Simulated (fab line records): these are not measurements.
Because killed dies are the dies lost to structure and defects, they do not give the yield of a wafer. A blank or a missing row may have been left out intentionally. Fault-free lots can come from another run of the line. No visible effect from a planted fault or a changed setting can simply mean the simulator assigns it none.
fab line records -- flow sky130
[record] lots = 11, wafers = 33, lastDay = 50
route steps=708 shown VT_ADJUST_PCH@152 SONOS_ONO@181 CONTACT@424 VIA4@646 PAD_OPEN@708
lots that met no fault: from a run of the same line without faults
startH: hours from the record's opening day to when the first of the lot's shown wafers began -- waitH: hours elapsed since this lot's preceding step -- " unchanged from the row above -- L1.1+2: a single row standing in for several wafers -- - either no value or no given start -- * or withheld: withheld -- < > ~ a bound
route shown NAME@n: a module of which the file shows steps, and the number in the route of the first -- usual: mean/standard deviation of fault-free wafers -- same: alike in all rows -- chamber/n: place in a boat -- sites: each site's reading -- _std_site: their standard deviation -- _edge_site: outer sites' mean less inner sites' -- radiusMm: how far each site lies from the wafer's centre -- mask NAME#n: copy n -- behind: tool/chamber where the wafer was last shaped -- hold: reason for holding the lot/hours on hold/outcome of the hold -- device: which transistor (n, p or np) failed to switch -- end of line: the tests these same wafers got at the end of their route -- a step given without rows: its recipe and nothing more -- killed: count of dies lost to structure and defects at first sort (not the wafer's yield) -- map: per-die view of a wafer (x killed, . not killed, _ where there is no die)
set.NAME: the run value of the setting; set.NAME@STEP: its run value at that earlier step -- model.NAME: the simulator's own value behind a step, which no gauge read
a sample of lots followed through the steps of the route, with each step as a table and each wafer as a row
services: when a tool's chamber went out of use (startH, in hours from the record's first day, below 0 if earlier), for how many hours, and the reason
[[steps]]
[step SKY_VT_ADJUST_PCH_STRIP_09]
[recipe] chemistry = O2/N2, powerW = 1400, pressureMtorr = 1500, platenTempC = withheld, o2FlowSccm = 3000, n2FlowSccm = 300, overashFraction = 0.5
[usual] chamberPressureMTorr = 1500.2/1.3, drypumpMotorCurrentA = 5.91/0.25, oesProductAu = 0.723/0.0043, stripTimeToEndpointS = 36.97/0.11
lot.wafer,tool,chamber,startH,waitH,chamberPressureMTorr,drypumpMotorCurrentA,oesProductAu,rfHoursCounterH,stripTimeToEndpointS
L512.3,plasmaAsher-02,0,239.57,0.1,1499.7,5.84,0.725,-,36.84
L512.4,plasmaAsher-02,1,239.57,0.1,1497.8,5.76,0.721,-,36.82
L512.6,plasmaAsher-02,0,239.57,0.1,1499.2,5.82,0.725,-,36.89
L511.3,plasmaAsher-01,0,240.53,0.1,1498.6,5.88,0.714,-,36.95
L511.4,plasmaAsher-01,1,240.53,0.1,1500.6,6.21,0.724,-,36.98
L511.6,plasmaAsher-01,1,240.53,0.1,1499.3,6.23,0.718,-,37.02
L513.3,plasmaAsher-01,0,248.62,0.1,1498.5,5.91,0.723,-,36.85
L513.4,plasmaAsher-01,1,248.62,0.1,1500.5,6.21,0.719,-,36.74
L513.5,plasmaAsher-01,0,248.62,0.1,1501.9,5.90,0.725,-,36.72
L515.3,plasmaAsher-01,1,258.53,0.1,1498.2,6.20,0.725,-,36.87
L515.5,plasmaAsher-01,1,258.53,0.1,1498.2,6.21,0.718,-,36.82
L515.6,plasmaAsher-01,0,258.53,0.1,1500.7,5.90,0.719,-,36.88
L517.2,plasmaAsher-03,0,271.90,0.1,1501.0,6.04,0.720,61,37.06
L517.4,plasmaAsher-03,1,271.90,0.1,1498.6,5.33,0.722,-,37.11
L517.5,plasmaAsher-03,1,271.90,0.1,1498.4,5.31,0.720,-,37.07
L519.1,plasmaAsher-03,1,285.28,0.1,1499.4,5.31,0.722,63,37.01
L519.4,plasmaAsher-03,0,285.28,0.1,1499.5,6.04,0.721,-,37.12
L519.5,plasmaAsher-03,1,285.28,0.1,1502.2,5.30,0.726,-,37.05
L527.1,plasmaAsher-02,0,345.12,0.1,1500.3,5.82,0.732,21,37.03
L527.5,plasmaAsher-02,1,345.12,0.1,1499.8,5.75,0.718,-,36.98
L527.6,plasmaAsher-02,0,345.12,0.1,1501.0,5.84,0.725,-,37.11
L529.1,plasmaAsher-02,0,360.43,0.1,1501.0,5.85,0.716,22,36.97
L529.5,plasmaAsher-02,0,360.43,0.1,1500.5,5.86,0.720,-,36.97
L529.6,plasmaAsher-02,1,360.43,0.1,1502.8,5.76,0.728,-,36.84
L531.2,plasmaAsher-01,0,379.05,0.1,1499.7,5.91,0.721,67,36.81
L531.4,plasmaAsher-01,1,379.05,0.1,1501.8,6.22,0.721,-,36.83
L531.6,plasmaAsher-01,1,379.05,0.1,1500.2,6.22,0.715,-,36.89
L534.1,plasmaAsher-03,0,396.03,0.1,1501.1,6.07,0.725,74,37.10
L534.4,plasmaAsher-03,0,396.03,0.1,1500.2,6.06,0.721,-,37.07
L534.5,plasmaAsher-03,0,396.03,0.1,1500.1,6.07,0.719,-,37.17
L533.1,plasmaAsher-01,0,396.38,0.1,1500.7,5.91,0.725,69,36.91
L533.2,plasmaAsher-01,1,396.38,0.1,1501.4,6.23,0.724,69,36.91
L533.4,plasmaAsher-01,0,396.38,0.1,1500.2,5.91,0.723,-,36.81
[step SKY_SONOS_ONO_CD_MEAS_13]
[recipe] targetCdNm = 410
[usual] cdNm = 409.4/2.4
lot.wafer,tool,chamber,startH,waitH,cdNm
L512.3,cdSem-01,-,294.85,0.1,411.4
L512.4,cdSem-01,-,294.85,0.1,412.9
L512.6,cdSem-01,-,294.85,0.1,410.3
L511.3,cdSem-02,-,297.05,0.1,409.6
L511.4,cdSem-02,-,297.05,0.1,409.2
L511.6,cdSem-02,-,297.05,0.1,408.8
L513.3,cdSem-01,-,301.93,0.1,409.9
L513.4,cdSem-01,-,301.93,0.1,411.9
L513.5,cdSem-01,-,301.93,0.1,409.9
L515.3,cdSem-02,-,312.30,0.1,411.0
L515.5,cdSem-02,-,312.30,0.1,409.6
L515.6,cdSem-02,-,312.30,0.1,410.1
L517.2,cdSem-01,-,327.65,0.2,410.6
L517.4,cdSem-01,-,327.65,0.2,410.7
L517.5,cdSem-01,-,327.65,0.2,409.3
L519.1,cdSem-01,-,344.00,0.1,410.3
L519.4,cdSem-01,-,344.00,0.1,410.4
L519.5,cdSem-01,-,344.00,0.1,410.3
L527.1,cdSem-02,-,407.39,0.1,412.5
L527.5,cdSem-02,-,407.39,0.1,412.4
L527.6,cdSem-02,-,407.39,0.1,410.5
L529.1,cdSem-01,-,429.09,0.1,407.8
L529.5,cdSem-01,-,429.09,0.1,406.3
L529.6,cdSem-01,-,429.09,0.1,408.8
L531.2,cdSem-02,-,443.38,0.1,410.3
L531.4,cdSem-02,-,443.38,0.1,409.5
L531.6,cdSem-02,-,443.38,0.1,411.7
L534.1,cdSem-01,-,461.95,0.1,408.4
L534.4,cdSem-01,-,461.95,0.1,409.1
L534.5,cdSem-01,-,461.95,0.1,410.7
L533.1,cdSem-02,-,463.45,0.1,411.7
L533.2,cdSem-02,-,463.45,0.1,409.5
L533.4,cdSem-02,-,463.45,0.1,411.3
[step SKY_CONTACT_ETCH_18]
[recipe] target = Si3N4, chemistry = CHF3/O2, stopOn = TiN, sourceW = 600, biasW = 200, pressureMtorr = 40, chf3FlowSccm = 50, O2_flow_sccm = 5, timeS = 39, targetDepthA = 750
[usual] biasW = 200.0/0.54, chamberPressureMTorr = 39.99/0.04, drypumpMotorCurrentA = 5.8/0.35, oesProductAu = 0.854/0.0065, rfFwdPowerW = 592.9/2.6, throttleValvePct = 8.793/0.01
lot.wafer,tool,chamber,startH,waitH,biasW,chamberPressureMTorr,drypumpMotorCurrentA,oesProductAu,rfFwdPowerW,rfHoursCounterH,throttleValvePct
L511.3,rieDiel-02,3,-,-,199.8,39.99,6.1,0.842,589.9,18,8.787
L511.4,rieDiel-02,2,-,-,200.3,40.00,5.4,0.867,598.9,16,8.794
L511.6,rieDiel-02,2,-,-,200.3,40.01,5.4,0.855,597.3,-,8.803
L512.3,rieDiel-02,2,-,-,200.0,40.02,5.4,0.846,596.5,16,8.794
L512.4,rieDiel-02,0,-,-,201.0,39.97,5.9,0.857,596.4,5,8.816
L512.6,rieDiel-02,3,-,-,200.0,40.03,6.1,0.860,588.3,-,8.783
L513.3,rieDiel-02,2,-,-,199.8,40.01,5.4,0.853,594.6,17,8.804
L513.4,rieDiel-02,1,-,-,198.9,40.05,5.9,0.860,592.3,46,8.800
L513.5,rieDiel-02,0,-,-,200.0,40.00,6.0,0.861,593.9,-,8.772
L515.3,rieDiel-01,3,-,-,200.5,39.98,5.9,0.859,591.6,7,8.786
L515.5,rieDiel-01,2,-,-,199.9,39.93,5.7,0.871,592.8,-,8.793
L515.6,rieDiel-01,3,-,-,199.8,39.95,5.9,0.853,591.7,-,8.790
L517.2,rieDiel-03,0,-,-,200.5,40.00,6.4,0.850,594.3,15,8.788
L517.4,rieDiel-03,2,-,-,199.9,40.02,6.2,0.848,599.9,17,8.787
L517.5,rieDiel-03,1,-,-,200.4,39.95,5.2,0.844,590.9,-,8.777
L519.1,rieDiel-02,2,-,-,200.0,40.01,5.4,0.849,592.6,19,8.775
L519.4,rieDiel-02,1,-,-,200.6,40.01,5.9,0.854,592.3,-,8.798
L519.5,rieDiel-02,2,-,-,200.4,39.97,5.4,0.865,593.4,-,8.781
L527.1,rieDiel-01,0,-,-,200.4,40.04,5.9,0.842,591.8,7,8.799
L527.5,rieDiel-01,0,-,-,199.4,39.95,5.9,0.854,590.2,-,8.784
L527.6,rieDiel-01,3,-,-,200.3,40.02,5.9,0.845,594.2,-,8.774
L529.1,rieDiel-01,2,-,-,199.5,39.92,5.7,0.857,595.7,2,8.801
L529.5,rieDiel-01,0,-,-,198.9,40.01,6.0,0.865,592.6,-,8.792
L529.6,rieDiel-01,1,-,-,199.8,39.93,5.4,0.851,590.1,-,8.786
L531.2,rieDiel-02,1,-,-,200.1,39.99,5.9,0.850,591.0,4,8.799
L531.4,rieDiel-02,1,-,-,200.3,39.99,5.9,0.857,591.6,-,8.792
L531.6,rieDiel-02,3,-,-,199.6,40.06,6.1,0.861,588.8,-,8.815
L534.1,rieDiel-02,2,-,-,199.8,39.95,5.4,0.858,595.9,22,8.798
L534.4,rieDiel-02,1,-,-,199.3,39.96,5.9,0.866,592.4,-,8.793
L534.5,rieDiel-02,2,-,-,200.8,40.00,5.4,0.857,594.6,-,8.783
L533.1,rieDiel-03,2,-,-,199.7,40.00,6.2,0.860,595.5,21,8.792
L533.2,rieDiel-03,0,-,-,199.8,39.98,6.4,0.856,593.6,19,8.789
L533.4,rieDiel-03,3,-,-,200.1,39.99,5.7,0.862,592.7,19,8.799
[step SKY_VIA4_SOFTBAKE_07]
[recipe] tempC = 90, timeS = 60, resist = NOVOLAK
[usual] runLengthS = 89.28/0.16
lot.wafer,tool,chamber,startH,waitH,runLengthS
L511.3,lithoTrack-01,0,1006.34,0.1,89.66
L511.4,lithoTrack-01,0,1006.34,0.1,89.43
L511.6,lithoTrack-01,0,1006.34,0.1,89.50
L512.3,lithoTrack-03,0,1007.25,0.1,89.29
L512.4,lithoTrack-03,0,1007.25,0.1,89.25
L512.6,lithoTrack-03,0,1007.25,0.1,89.32
L513.3,lithoTrack-03,0,1012.85,0.1,89.15
L513.4,lithoTrack-03,0,1012.85,0.1,89.28
L513.5,lithoTrack-03,0,1012.85,0.1,89.25
L515.3,lithoTrack-03,0,1022.50,0.1,89.20
L515.5,lithoTrack-03,0,1022.50,0.1,89.17
L515.6,lithoTrack-03,0,1022.50,0.1,89.47
L517.2,lithoTrack-02,0,1044.76,0.1,89.05
L517.4,lithoTrack-02,0,1044.76,0.1,89.20
L517.5,lithoTrack-02,0,1044.76,0.1,89.21
L519.1,lithoTrack-01,0,1048.94,0.1,89.42
L519.4,lithoTrack-01,0,1048.94,0.1,89.63
L519.5,lithoTrack-01,0,1048.94,0.1,89.47
L527.1,lithoTrack-01,0,1096.99,0.1,89.27
L527.5,lithoTrack-01,0,1096.99,0.1,106.95
L527.6,lithoTrack-01,0,1096.99,0.1,106.97
L529.1,lithoTrack-01,0,1108.34,0.1,89.55
L529.5,lithoTrack-01,0,1108.34,0.1,107.15
L529.6,lithoTrack-01,0,1108.34,0.1,107.06
L531.2,lithoTrack-02,0,1118.81,0.1,89.00
L531.4,lithoTrack-02,0,1118.81,0.1,89.44
L531.6,lithoTrack-02,0,1118.81,0.1,89.00
L534.1,lithoTrack-02,0,1129.29,0.1,89.01
L534.4,lithoTrack-02,0,1129.29,0.1,89.16
L534.5,lithoTrack-02,0,1129.29,0.1,89.21
L533.1,lithoTrack-02,0,1131.04,0.1,89.17
L533.2,lithoTrack-02,0,1131.04,0.1,89.05
L533.4,lithoTrack-02,0,1131.04,0.1,89.40
[step SKY_PAD_OPEN_PROBE_99]
[usual] defectLimitedYield = 82.3/2, killed_at_M0_to_M3 = 43/7.3, killed_at_M4_up = 3.1/1.7, killedAtContacts = 25/5.3, killedAtFrontEnd = 15/4.3, killedAtOther = 0.2/0.54, killedDies = 87/10, killedOpen = 48/7.6, killedShort = 38/6.1, sort_bin_3_pad_short = 0.9/0.42, sort_bin_5_function = 10.5/1.5, sort_bin_6_memory = 6.3/1.2, sortNPass = 405/10, sortYieldPct = 82.3/2
[same] grossDies = 492, killedAtBackSide = 0, sort_bin_4_leakage[%] = 0, sort_bin_8_speed[%] = 0
lot.wafer,tool,chamber,startH,waitH,defectLimitedYield[%],killed_at_M0_to_M3,killed_at_M4_up,killedAtContacts,killedAtFrontEnd,killedAtOther,killedDies,killedOpen,killedShort,sort_bin_3_pad_short[%],sort_bin_5_function[%],sort_bin_6_memory[%],sortNPass,sortYieldPct[%]
L511.3,prober-02,-,1088.93,0.2,84.1,25,4,36,13,0,78,40,38,0.4,9.1,6.3,414,84.1
L511.4,prober-02,-,1088.98,0.2,85.8,34,1,25,10,0,70,38,32,1.0,8.3,4.9,422,85.8
L511.6,prober-02,-,1089.08,0.2,82.9,47,1,23,13,0,84,47,37,0.8,10.8,5.5,408,82.9
L519.1,prober-01,-,1127.10,0.1,81.1,39,2,35,17,0,93,46,47,0.2,10.6,8.1,399,81.1
L519.4,prober-01,-,1127.25,0.2,84.6,43,2,22,9,0,76,42,34,0.6,8.1,6.7,416,84.6
L519.5,prober-01,-,1127.30,0.2,84.1,44,3,21,9,1,78,45,33,0.2,9.3,6.3,414,84.1
// killed by level:class
L511.3 CONTACT:geometricParticle:open=13 CONTACT:geometricParticle:short=10 LI_CONTACT:geometricParticle:open=6 VIA2:geometricParticle:open=5 FIELD_ISO:geometricParticle:short=4 METAL1:geometricParticle:short=4 VIA1:geometricParticle:short=4 VIA1:geometricParticle:open=4
L511.4 CONTACT:geometricParticle:open=13 VIA3:geometricParticle:open=7 VIA1:geometricParticle:short=6 CONTACT:geometricParticle:short=5 POLY_GATE:geometricParticle:short=4 LI_CONTACT:geometricParticle:open=4 METAL1:geometricParticle:short=4 VIA1:geometricParticle:open=4
L511.6 VIA1:geometricParticle:open=8 VIA2:geometricParticle:open=8 VIA3:geometricParticle:open=7 LI_CONTACT:geometricParticle:open=6 LOCAL_INTERCONNECT:geometricParticle:short=6 CONTACT:geometricParticle:open=6 METAL1:geometricParticle:short=6 POLY_GATE:geometricParticle:open=4
L519.1 CONTACT:geometricParticle:open=11 CONTACT:geometricParticle:short=10 VIA1:geometricParticle:open=9 LOCAL_INTERCONNECT:geometricParticle:short=8 VIA3:geometricParticle:open=6 FIELD_ISO:geometricParticle:short=5 FIELD_ISO:geometricParticle:open=5 VIA1:geometricParticle:short=4
L519.4 VIA1:geometricParticle:open=10 CONTACT:geometricParticle:open=8 VIA3:geometricParticle:open=8 VIA1:geometricParticle:short=6 METAL2:geometricParticle:short=6 LI_CONTACT:geometricParticle:open=4 METAL1:geometricParticle:short=4 LOCAL_INTERCONNECT:geometricParticle:short=4
L519.5 VIA1:geometricParticle:open=13 CONTACT:geometricParticle:open=8 VIA2:geometricParticle:open=6 VIA3:geometricParticle:open=5 CONTACT:geometricParticle:short=5 VIA3:geometricParticle:short=5 LI_CONTACT:geometricParticle:open=4 METAL2:geometricParticle:short=3
[[services]]
tool,chamber,startH,hours,kind
plasmaAsher-01,-,262.75,20.2,repair
rieDiel-02,0,264.12,8.8,repair
rieDiel-02,-,274.65,0.5,repair
rieDiel-02,3,316.97,12.7,repair
rieDiel-02,3,380.74,3.9,repair
plasmaAsher-01,-,421.25,9.0,pm
rieDiel-02,3,438.89,5.9,repair
rieDiel-02,-,439.11,0.1,repair
rieDiel-02,0,471.89,2.7,repair
plasmaAsher-01,-,518.98,3.6,repair
rieDiel-02,3,570.46,8.9,repair
plasmaAsher-01,-,575.69,16.5,repair
rieDiel-02,0,617.17,6.9,repair
rieDiel-02,-,640.95,1.0,repair
plasmaAsher-01,-,655.47,0.5,repair
plasmaAsher-01,-,665.10,2.8,pm
rieDiel-02,0,792.55,128.1,repair
rieDiel-02,2,875.45,4.0,repair
rieDiel-02,-,939.32,2.8,pm
rieDiel-02,3,958.98,3.9,repair
rieDiel-02,1,987.06,4.1,repair
rieDiel-02,1,992.92,3.9,repair
rieDiel-02,2,1049.43,22.2,repair
rieDiel-02,-,1106.42,1.5,repair
[[key]]
[firstSign] step = SKY_VIA4_SOFTBAKE_07, reading = runLengthS, direction = up, sigmas = 99+, usual = *, struck = *
effect none on later readings
metAt SKY_VIA4_SOFTBAKE_07
struckLots L527,L529
struckWafers L527.5,L527.6,L529.5,L529.6
notActingAt SKY_VT_ADJUST_PCH_STRIP_09,SKY_SONOS_ONO_CD_MEAS_13,SKY_CONTACT_ETCH_18
onsetBetween 1048.94 1096.99
[fault] kind = processParameterDrift, tool = lithoTrack-01, chamber = -, onsetH = 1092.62, steps = SKY_VIA4_SOFTBAKE_07, channel = timeS, offset = *, shape = step, endH = 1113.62, scope = struckWafersOnly, actsIn = *, stated = *
